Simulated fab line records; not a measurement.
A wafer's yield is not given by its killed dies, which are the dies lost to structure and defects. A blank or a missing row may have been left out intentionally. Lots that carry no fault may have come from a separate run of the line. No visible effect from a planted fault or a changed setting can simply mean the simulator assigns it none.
fab line records -- flow sky130
record: lots: 14, wafers: 42, last_day: 50
route steps=708 shown FIELD_ISO@26 PWDE@55 NWELL@66 PAD_OPEN@708
lots that met no fault: taken from a fault-free run of the same line
start_h: the number of hours between the record's first day and the start of the first shown wafer of the lot -- wait_h: hours elapsed since this lot's preceding step -- " the same as in the row above -- L1.1+2: several wafers, shown together as one row -- - either no value or no given start -- * or withheld: withheld -- < > ~ a bound
route shown NAME@n: a module of which the file shows steps, and the number in the route of the first -- usual: mean/standard deviation taken from wafers without a fault -- same: alike in all rows -- chamber/n: place in a boat -- sites: per-site readings -- _std_site: their standard deviation -- _edge_site: the outer-site mean with the inner-site mean subtracted -- radius_mm: how far each site lies from the wafer's centre -- mask NAME#n: copy n -- behind: the last tool/chamber to shape the wafer -- hold: cause of the lot's hold/its duration in hours/its outcome -- device: names the non-switching transistor (n, p or np) -- end of line: the same wafers' tests at the end of the route -- step lacking rows: just its recipe -- killed: at the first sort, the dies lost to defects and structure; wafer yield is something else -- map: a wafer's dies, x killed, . not, _ none there
set.NAME: the setting the step ran with; set.NAME@STEP: the setting that earlier step ran with -- model.NAME: the simulator's own value behind a step, which no gauge read
a sample of lots followed through the steps of the route, with each step as a table and each wafer as a row
services: the hour from which a tool's chamber was out of use, counted from the record's first day as start_h (under 0 if before that day), plus the number of hours and why
== steps ==
step: SKY_FIELD_ISO_THK_MEAS_25
recipe: reads: SiO2_of_FIELD_ISO_CVD_24
usual: FIELD_ISO_CVD_24_THK: 593/6.3
lot.wafer,tool,chamber,start_h,wait_h,FIELD_ISO_CVD_24_THK[nm]
L578.3,film_metro-04,-,37.00,0.1,585
L578.4,film_metro-04,-,37.00,0.1,586
L578.5,film_metro-04,-,37.00,0.1,585
L579.1,film_metro-01,-,42.41,0.0,601
L579.2,film_metro-01,-,42.41,0.0,597
L579.4,film_metro-01,-,42.41,0.0,591
L581.1,film_metro-04,-,54.95,0.0,584
L581.2,film_metro-04,-,54.95,0.0,584
L581.4,film_metro-04,-,54.95,0.0,587
L588.1,film_metro-04,-,89.43,0.0,602
L588.3,film_metro-04,-,89.43,0.0,612
L588.6,film_metro-04,-,89.43,0.0,598
L590.2,film_metro-03,-,99.35,0.0,590
L590.4,film_metro-03,-,99.35,0.0,598
L590.5,film_metro-03,-,99.35,0.0,586
L591.1,film_metro-04,-,103.73,0.0,599
L591.3,film_metro-04,-,103.73,0.0,584
L591.4,film_metro-04,-,103.73,0.0,586
L592.2,film_metro-04,-,108.59,0.0,583
L592.3,film_metro-04,-,108.59,0.0,584
L592.4,film_metro-04,-,108.59,0.0,597
L593.3,film_metro-04,-,115.51,0.1,595
L593.5,film_metro-04,-,115.51,0.1,595
L593.6,film_metro-04,-,115.51,0.1,600
L594.2,film_metro-04,-,125.18,0.0,607
L594.4,film_metro-04,-,125.18,0.0,604
L594.5,film_metro-04,-,125.18,0.0,593
L595.1,film_metro-01,-,125.25,0.0,591
L595.2,film_metro-01,-,125.25,0.0,596
L595.4,film_metro-01,-,125.25,0.0,591
L596.2,film_metro-04,-,130.38,0.0,590
L596.3,film_metro-04,-,130.38,0.0,586
L596.5,film_metro-04,-,130.38,0.0,584
L597.1,film_metro-03,-,135.66,0.0,600
L597.2,film_metro-03,-,135.66,0.0,591
L597.6,film_metro-03,-,135.66,0.0,592
L598.1,film_metro-01,-,140.86,0.0,598
L598.2,film_metro-01,-,140.86,0.0,589
L598.3,film_metro-01,-,140.86,0.0,595
L600.3,film_metro-03,-,149.96,0.1,588
L600.4,film_metro-03,-,149.96,0.1,588
L600.5,film_metro-03,-,149.96,0.1,588
step: SKY_PWDE_TW_MEAS_10
usual: PWDE_TW: 375.9/2.7
lot.wafer,tool,chamber,start_h,wait_h,PWDE_TW
L578.3,film_metro-02,-,74.66,0.1,374.4
L578.4,film_metro-02,-,74.66,0.1,375.5
L578.5,film_metro-02,-,74.66,0.1,373.4
L579.1,film_metro-02,-,81.06,0.1,375.9
L579.2,film_metro-02,-,81.06,0.1,375.1
L579.4,film_metro-02,-,81.06,0.1,373.3
L581.1,film_metro-01,-,94.26,0.1,378.0
L581.2,film_metro-01,-,94.26,0.1,378.4
L581.4,film_metro-01,-,94.26,0.1,377.9
L588.1,film_metro-02,-,131.49,0.1,373.4
L588.3,film_metro-02,-,131.49,0.1,372.1
L588.6,film_metro-02,-,131.49,0.1,374.6
L590.2,film_metro-01,-,142.50,0.1,378.5
L590.4,film_metro-01,-,142.50,0.1,379.8
L590.5,film_metro-01,-,142.50,0.1,379.3
L591.1,film_metro-01,-,147.25,0.1,376.1
L591.3,film_metro-01,-,147.25,0.1,376.9
L591.4,film_metro-01,-,147.25,0.1,378.2
L592.2,film_metro-02,-,151.51,0.1,373.9
L592.3,film_metro-02,-,151.51,0.1,372.6
L592.4,film_metro-02,-,151.51,0.1,371.7
L593.3,film_metro-01,-,158.53,0.1,376.9
L593.5,film_metro-01,-,158.53,0.1,377.4
L593.6,film_metro-01,-,158.53,0.1,377.6
L594.2,film_metro-01,-,168.25,0.1,375.6
L594.4,film_metro-01,-,168.25,0.1,377.2
L594.5,film_metro-01,-,168.25,0.1,377.9
L595.1,film_metro-03,-,170.55,0.1,377.7
L595.2,film_metro-03,-,170.55,0.1,379.3
L595.4,film_metro-03,-,170.55,0.1,376.9
L596.2,film_metro-03,-,172.95,0.1,374.6
L596.3,film_metro-03,-,172.95,0.1,375.0
L596.5,film_metro-03,-,172.95,0.1,376.0
L597.1,film_metro-02,-,181.75,0.1,371.5
L597.2,film_metro-02,-,181.75,0.1,371.9
L597.6,film_metro-02,-,181.75,0.1,372.7
L598.1,film_metro-03,-,186.55,0.1,378.6
L598.2,film_metro-03,-,186.55,0.1,378.3
L598.3,film_metro-03,-,186.55,0.1,378.1
L600.3,film_metro-02,-,197.41,0.1,373.4
L600.4,film_metro-02,-,197.41,0.1,372.2
L600.5,film_metro-02,-,197.41,0.1,373.6
step: SKY_NWELL_IMPLANT_13
recipe: species: P, energy_kev: 50, dose_cm2: 7e+11, tilt_deg: withheld
lot.wafer,tool,chamber,start_h,wait_h
L578.3+4+5,implanter-02,0,91.96,0.1
L578.3+4+5,implanter-02,0,92.27,0.3
L579.1+2+4,implanter-01,0,99.16,0.1
L581.1+2+4,implanter-02,0,111.91,0.1
L581.1+2+4,implanter-02,0,112.22,0.3
L588.1+3+6,implanter-01,0,150.70,0.1
L588.1+3+6,implanter-01,0,151.02,0.3
L590.2+4+5,implanter-01,0,162.23,0.1
L591.1+3+4,implanter-03,0,167.80,0.1
L592.2+3+4,implanter-03,0,171.73,0.1
L593.3+5+6,implanter-02,0,179.06,0.1
L594.2+4+5,implanter-02,0,188.83,0.1
L595.1+2+4,implanter-03,0,192.51,0.1
L596.2+3+5,implanter-02,0,195.33,0.1
L597.1+2+6,implanter-03,0,202.76,0.1
L598.1+2+3,implanter-03,0,207.75,0.1
L600.3+4+5,implanter-02,0,219.35,0.1
step: SKY_NWELL_TW_MEAS_26
usual: NWELL_2_TW: 499/3.3
lot.wafer,tool,chamber,start_h,wait_h,NWELL_2_TW
L578.3,film_metro-03,-,109.52,0.1,499
L578.4,film_metro-03,-,109.52,0.1,500
L578.5,film_metro-03,-,109.52,0.1,501
L579.1,film_metro-03,-,117.41,0.1,500
L579.2,film_metro-03,-,117.41,0.1,499
L579.4,film_metro-03,-,117.41,0.1,501
L581.1,film_metro-01,-,131.81,0.1,502
L581.2,film_metro-01,-,131.81,0.1,505
L581.4,film_metro-01,-,131.81,0.1,504
L588.1,film_metro-03,-,171.50,0.1,502
L588.3,film_metro-03,-,171.50,0.1,504
L588.6,film_metro-03,-,171.50,0.1,503
L590.2,film_metro-03,-,183.02,0.1,502
L590.4,film_metro-03,-,183.02,0.1,503
L590.5,film_metro-03,-,183.02,0.1,502
L591.1,film_metro-03,-,189.10,0.1,498
L591.3,film_metro-03,-,189.10,0.1,502
L591.4,film_metro-03,-,189.10,0.1,499
L592.2,film_metro-02,-,193.42,0.1,497
L592.3,film_metro-02,-,193.42,0.1,495
L592.4,film_metro-02,-,193.42,0.1,494
L593.3,film_metro-03,-,200.97,0.1,502
L593.5,film_metro-03,-,200.97,0.1,502
L593.6,film_metro-03,-,200.97,0.1,503
L594.2,film_metro-01,-,210.26,0.1,498
L594.4,film_metro-01,-,210.26,0.1,500
L594.5,film_metro-01,-,210.26,0.1,502
L595.1,film_metro-01,-,214.60,0.1,502
L595.2,film_metro-01,-,214.60,0.1,501
L595.4,film_metro-01,-,214.60,0.1,501
L596.2,film_metro-02,-,217.11,0.1,497
L596.3,film_metro-02,-,217.11,0.1,495
L596.5,film_metro-02,-,217.11,0.1,490
L597.1,film_metro-03,-,225.31,0.1,498
L597.2,film_metro-03,-,225.31,0.1,498
L597.6,film_metro-03,-,225.31,0.1,496
L598.1,film_metro-02,-,230.91,0.1,493
L598.2,film_metro-02,-,230.91,0.1,495
L598.3,film_metro-02,-,230.91,0.1,493
L600.3,film_metro-01,-,242.47,0.1,499
L600.4,film_metro-01,-,242.47,0.1,502
L600.5,film_metro-01,-,242.47,0.1,501
step: SKY_NWELL_RS_MEAS_29
recipe: thk_meas_gauge: four-point-probe
usual: NWELL_RS: 622.9/2.2
lot.wafer,tool,chamber,start_h,wait_h,NWELL_RS[ohm/sq]
L578.3,film_metro-02,-,109.75,0.1,602.2
L578.4,film_metro-02,-,109.75,0.1,602.8
L578.5,film_metro-02,-,109.75,0.1,602.2
L579.1,film_metro-02,-,117.62,0.1,619.1
L579.2,film_metro-02,-,117.62,0.1,619.1
L579.4,film_metro-02,-,117.62,0.1,620.9
L581.1,film_metro-03,-,132.02,0.1,605.1
L581.2,film_metro-03,-,132.02,0.1,608.5
L581.4,film_metro-03,-,132.02,0.1,607.6
L588.1,film_metro-02,-,171.71,0.1,603.4
L588.3,film_metro-02,-,171.71,0.1,602.7
L588.6,film_metro-02,-,171.71,0.1,603.9
L590.2,film_metro-03,-,183.25,0.1,627.7
L590.4,film_metro-03,-,183.25,0.1,624.9
L590.5,film_metro-03,-,183.25,0.1,625.6
L591.1,film_metro-01,-,189.31,0.1,621.3
L591.3,film_metro-01,-,189.31,0.1,620.2
L591.4,film_metro-01,-,189.31,0.1,618.6
L592.2,film_metro-03,-,193.65,0.1,625.4
L592.3,film_metro-03,-,193.65,0.1,625.3
L592.4,film_metro-03,-,193.65,0.1,625.2
L593.3,film_metro-02,-,201.20,0.1,620.2
L593.5,film_metro-02,-,201.20,0.1,621.6
L593.6,film_metro-02,-,201.20,0.1,620.2
L594.2,film_metro-03,-,210.49,0.1,622.5
L594.4,film_metro-03,-,210.49,0.1,621.4
L594.5,film_metro-03,-,210.49,0.1,622.3
L595.1,film_metro-01,-,214.82,0.1,623.0
L595.2,film_metro-01,-,214.82,0.1,620.7
L595.4,film_metro-01,-,214.82,0.1,623.4
L596.2,film_metro-03,-,217.34,0.1,626.5
L596.3,film_metro-03,-,217.34,0.1,628.3
L596.5,film_metro-03,-,217.34,0.1,627.1
L597.1,film_metro-01,-,225.52,0.1,621.7
L597.2,film_metro-01,-,225.52,0.1,623.4
L597.6,film_metro-01,-,225.52,0.1,623.9
L598.1,film_metro-03,-,231.12,0.1,624.0
L598.2,film_metro-03,-,231.12,0.1,620.4
L598.3,film_metro-03,-,231.12,0.1,622.6
L600.3,film_metro-03,-,242.80,0.1,626.8
L600.4,film_metro-03,-,242.80,0.1,626.8
L600.5,film_metro-03,-,242.80,0.1,625.6
step: SKY_PAD_OPEN_PROBE_99
usual: killed_at_M0_to_M3: 42/7.2, killed_at_M4_up: 3.5/1.8, killed_at_contacts: 25/5.7, killed_at_front_end: 16/4.6, killed_at_other: 0.2/0.41, killed_dies: 86/9.3, killed_open: 47/6.3, killed_short: 39/5.9
same: gross_dies: 492, killed_at_back_side: 0
lot.wafer,tool,chamber,start_h,wait_h,killed_at_M0_to_M3,killed_at_M4_up,killed_at_contacts,killed_at_front_end,killed_at_other,killed_dies,killed_open,killed_short
L578.3,prober-01,-,1093.00,0.2,47,5,17,16,0,85,46,39
L578.4,prober-01,-,1093.05,0.2,62,4,23,7,1,97,55,42
L578.5,prober-01,-,1093.10,0.2,38,6,26,20,0,90,48,42
L588.1,prober-02,-,1146.49,0.1,42,3,33,10,0,88,49,39
L588.3,prober-02,-,1146.59,0.2,37,3,18,14,0,72,39,33
L588.6,prober-02,-,1146.74,0.2,35,4,25,20,0,84,45,39
L592.2,prober-02,-,1169.88,0.1,24,3,30,17,0,74,45,29
L592.3,prober-02,-,1169.93,0.2,46,3,35,19,0,103,56,47
L592.4,prober-02,-,1169.98,0.2,45,3,27,31,0,106,60,46
L593.3,prober-01,-,1171.75,0.2,46,6,21,24,0,97,57,40
L593.5,prober-01,-,1171.85,0.2,41,5,24,21,0,91,51,40
L593.6,prober-01,-,1171.90,0.2,52,5,27,15,0,99,58,41
L594.2,prober-02,-,1176.98,0.1,45,4,27,17,0,93,58,35
L594.4,prober-02,-,1177.08,0.2,53,3,24,15,0,95,52,43
L594.5,prober-02,-,1177.13,0.2,48,4,24,19,0,95,59,36
L595.1,prober-01,-,1182.02,0.1,36,1,23,18,1,79,46,33
L595.2,prober-01,-,1182.07,0.1,29,2,41,16,1,89,47,42
L595.4,prober-01,-,1182.17,0.2,38,1,30,15,0,84,42,42
L596.2,prober-02,-,1183.40,0.1,43,3,24,15,0,85,47,38
L596.3,prober-02,-,1183.45,0.2,44,4,13,19,0,80,52,28
L596.5,prober-02,-,1183.55,0.2,51,1,24,21,0,97,47,50
L597.1,prober-01,-,1187.24,0.1,42,2,25,16,0,85,47,38
L597.2,prober-01,-,1187.29,0.1,41,4,29,11,0,85,42,43
L597.6,prober-01,-,1187.49,0.2,49,0,17,17,0,83,48,35
killed by level:class
L578.3 VIA1:geometric_particle:open=17 METAL1:geometric_particle:short=6 VIA3:geometric_particle:open=6 LI_CONTACT:geometric_particle:open=5 VIA3:geometric_particle:short=5 FIELD_ISO:geometric_particle:short=4 CONTACT:geometric_particle:short=4 VIA1:geometric_particle:short=4
L578.4 LI_CONTACT:geometric_particle:open=12 VIA3:geometric_particle:open=12 VIA1:geometric_particle:open=11 METAL1:geometric_particle:short=9 VIA1:geometric_particle:short=9 VIA2:geometric_particle:open=7 METAL2:geometric_particle:short=6 CONTACT:geometric_particle:open=5
L578.5 CONTACT:geometric_particle:open=12 VIA1:geometric_particle:open=7 METAL2:geometric_particle:short=7 VIA3:geometric_particle:open=6 SPACER:geometric_particle:short=6 CONTACT:geometric_particle:short=6 VIA2:geometric_particle:open=6 METAL1:geometric_particle:short=5
L588.1 CONTACT:geometric_particle:open=16 VIA1:geometric_particle:open=10 METAL1:geometric_particle:short=8 VIA2:geometric_particle:open=7 LI_CONTACT:geometric_particle:open=6 CONTACT:geometric_particle:short=6 METAL2:geometric_particle:short=5 METAL1:geometric_particle:open=3
L588.3 CONTACT:geometric_particle:open=12 VIA1:geometric_particle:open=8 VIA1:geometric_particle:short=6 METAL2:geometric_particle:short=6 VIA3:geometric_particle:open=5 POLY_GATE:geometric_particle:short=4 METAL1:geometric_particle:short=4 FIELD_ISO:geometric_particle:short=3
L588.6 VIA1:geometric_particle:open=9 CONTACT:geometric_particle:open=9 CONTACT:geometric_particle:short=8 FIELD_ISO:geometric_particle:short=5 FIELD_ISO:geometric_particle:open=5 POLY_GATE:geometric_particle:short=5 METAL1:geometric_particle:short=5 LI_CONTACT:geometric_particle:open=4
L592.2 CONTACT:geometric_particle:open=12 LI_CONTACT:geometric_particle:open=8 VIA1:geometric_particle:open=7 LOCAL_INTERCONNECT:geometric_particle:short=5 VIA3:geometric_particle:open=5 POLY_GATE:geometric_particle:open=4 CONTACT:geometric_particle:short=4 FIELD_ISO:geometric_particle:short=3
L592.3 CONTACT:geometric_particle:open=19 VIA1:geometric_particle:open=12 POLY_GATE:geometric_particle:short=7 FIELD_ISO:geometric_particle:short=6 VIA2:geometric_particle:open=6 METAL2:geometric_particle:short=6 CONTACT:geometric_particle:short=6 VIA1:geometric_particle:short=5
L592.4 VIA3:geometric_particle:open=15 CONTACT:geometric_particle:open=10 FIELD_ISO:geometric_particle:short=9 POLY_GATE:geometric_particle:short=8 VIA1:geometric_particle:open=7 VIA2:geometric_particle:open=7 POLY_GATE:geometric_particle:open=6 FIELD_ISO:geometric_particle:open=5
L593.3 VIA1:geometric_particle:open=12 METAL1:geometric_particle:short=8 CONTACT:geometric_particle:open=7 VIA3:geometric_particle:open=7 FIELD_ISO:geometric_particle:open=6 VIA2:geometric_particle:open=6 POLY_GATE:geometric_particle:open=6 LI_CONTACT:geometric_particle:open=6
L593.5 CONTACT:geometric_particle:open=11 METAL1:geometric_particle:short=10 VIA3:geometric_particle:open=9 POLY_GATE:geometric_particle:short=8 LI_CONTACT:geometric_particle:open=7 VIA1:geometric_particle:open=7 FIELD_ISO:geometric_particle:open=4 VIA2:geometric_particle:open=4
L593.6 LI_CONTACT:geometric_particle:open=12 VIA1:geometric_particle:open=11 VIA2:geometric_particle:open=7 CONTACT:geometric_particle:open=7 METAL2:geometric_particle:short=6 VIA3:geometric_particle:open=5 METAL1:geometric_particle:open=5 METAL1:geometric_particle:short=5
L594.2 CONTACT:geometric_particle:open=12 VIA1:geometric_particle:open=12 VIA2:geometric_particle:open=9 VIA3:geometric_particle:open=7 METAL2:geometric_particle:short=6 METAL1:geometric_particle:short=6 POLY_GATE:geometric_particle:open=5 FIELD_ISO:geometric_particle:open=4
L594.4 VIA1:geometric_particle:open=14 CONTACT:geometric_particle:open=8 METAL2:geometric_particle:short=7 VIA3:geometric_particle:open=7 POLY_GATE:geometric_particle:open=5 LI_CONTACT:geometric_particle:open=5 CONTACT:geometric_particle:short=5 VIA3:geometric_particle:short=5
L594.5 CONTACT:geometric_particle:open=10 VIA2:geometric_particle:open=8 VIA1:geometric_particle:open=8 VIA3:geometric_particle:open=8 LI_CONTACT:geometric_particle:open=7 FIELD_ISO:geometric_particle:open=6 METAL1:geometric_particle:short=6 VIA3:geometric_particle:short=6
L595.1 CONTACT:geometric_particle:open=10 VIA1:geometric_particle:open=8 VIA2:geometric_particle:open=8 VIA1:geometric_particle:short=7 LOCAL_INTERCONNECT:geometric_particle:short=5 METAL2:geometric_particle:short=5 FIELD_ISO:geometric_particle:short=4 POLY_GATE:geometric_particle:open=4
L595.2 LI_CONTACT:geometric_particle:open=12 LI_CONTACT:geometric_particle:short=8 CONTACT:geometric_particle:short=8 FIELD_ISO:geometric_particle:open=7 CONTACT:geometric_particle:open=6 VIA1:geometric_particle:open=6 VIA3:geometric_particle:open=6 LOCAL_INTERCONNECT:geometric_particle:short=5
L595.4 LI_CONTACT:geometric_particle:open=9 VIA1:geometric_particle:open=9 LOCAL_INTERCONNECT:geometric_particle:short=8 CONTACT:geometric_particle:open=8 VIA1:geometric_particle:short=7 VIA3:geometric_particle:open=6 METAL2:geometric_particle:short=5 FIELD_ISO:geometric_particle:short=4
L596.2 VIA1:geometric_particle:open=11 LI_CONTACT:geometric_particle:open=9 CONTACT:geometric_particle:open=7 VIA2:geometric_particle:open=7 FIELD_ISO:geometric_particle:short=5 VIA1:geometric_particle:short=4 METAL2:geometric_particle:short=4 LI_CONTACT:geometric_particle:short=3
L596.3 VIA1:geometric_particle:open=11 LI_CONTACT:geometric_particle:open=7 POLY_GATE:geometric_particle:open=6 VIA3:geometric_particle:open=6 VIA2:geometric_particle:open=6 FIELD_ISO:geometric_particle:short=4 POLY_GATE:geometric_particle:short=4 VIA3:geometric_particle:short=4
L596.5 VIA1:geometric_particle:open=11 VIA1:geometric_particle:short=7 VIA2:geometric_particle:open=7 LI_CONTACT:geometric_particle:open=6 METAL2:geometric_particle:short=6 VIA3:geometric_particle:short=5 POLY_GATE:geometric_particle:short=5 LOCAL_INTERCONNECT:geometric_particle:short=5
L597.1 VIA3:geometric_particle:open=10 CONTACT:geometric_particle:open=8 METAL2:geometric_particle:short=7 VIA2:geometric_particle:open=7 CONTACT:geometric_particle:short=5 POLY_GATE:geometric_particle:open=5 VIA1:geometric_particle:open=5 LI_CONTACT:geometric_particle:open=5
L597.2 CONTACT:geometric_particle:open=12 VIA1:geometric_particle:open=11 LOCAL_INTERCONNECT:geometric_particle:short=6 METAL1:geometric_particle:short=5 LI_CONTACT:geometric_particle:short=5 VIA2:geometric_particle:short=5 VIA3:geometric_particle:short=5 FIELD_ISO:geometric_particle:open=4
L597.6 VIA2:geometric_particle:open=11 CONTACT:geometric_particle:open=10 FIELD_ISO:geometric_particle:short=7 VIA1:geometric_particle:open=7 VIA3:geometric_particle:open=6 VIA1:geometric_particle:short=6 METAL1:geometric_particle:short=4 FIELD_ISO:geometric_particle:open=3
== services ==
tool,chamber,start_h,hours,kind
implanter-02,-,80.75,3.4,pm
implanter-02,-,122.81,6.5,repair
implanter-01,-,162.35,118.8,pm
implanter-03,-,207.90,7.8,pm
implanter-03,-,211.89,4.1,repair
== key ==
first_sign: step: SKY_NWELL_IMPLANT_13, reading: visit, direction: added
effect: step: SKY_NWELL_RS_MEAS_29, reading: NWELL_RS, direction: down, sigmas: 8.5, usual: 622.9, struck: 604.3
met_at SKY_NWELL_IMPLANT_13
struck_lots L578,L581,L588
tester_left_out L578,L581,L588
not_acting_at SKY_FIELD_ISO_THK_MEAS_25,SKY_PWDE_TW_MEAS_10,SKY_NWELL_TW_MEAS_26
fault: kind: repeated_step_whole, tool: implanter-01,implanter-02,implanter-03, chamber: -, onset_h: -, steps: SKY_NWELL_IMPLANT_13, times: 1, scope: struck_lots_only
tester_left_out: of these lots the tester's yield and bins aren't shown, on N5 and GAA mostly nor the transistor test; their killed dies are dies lost to structure and defects alone, not to doping, threshold or leakage, so they don't give the yield
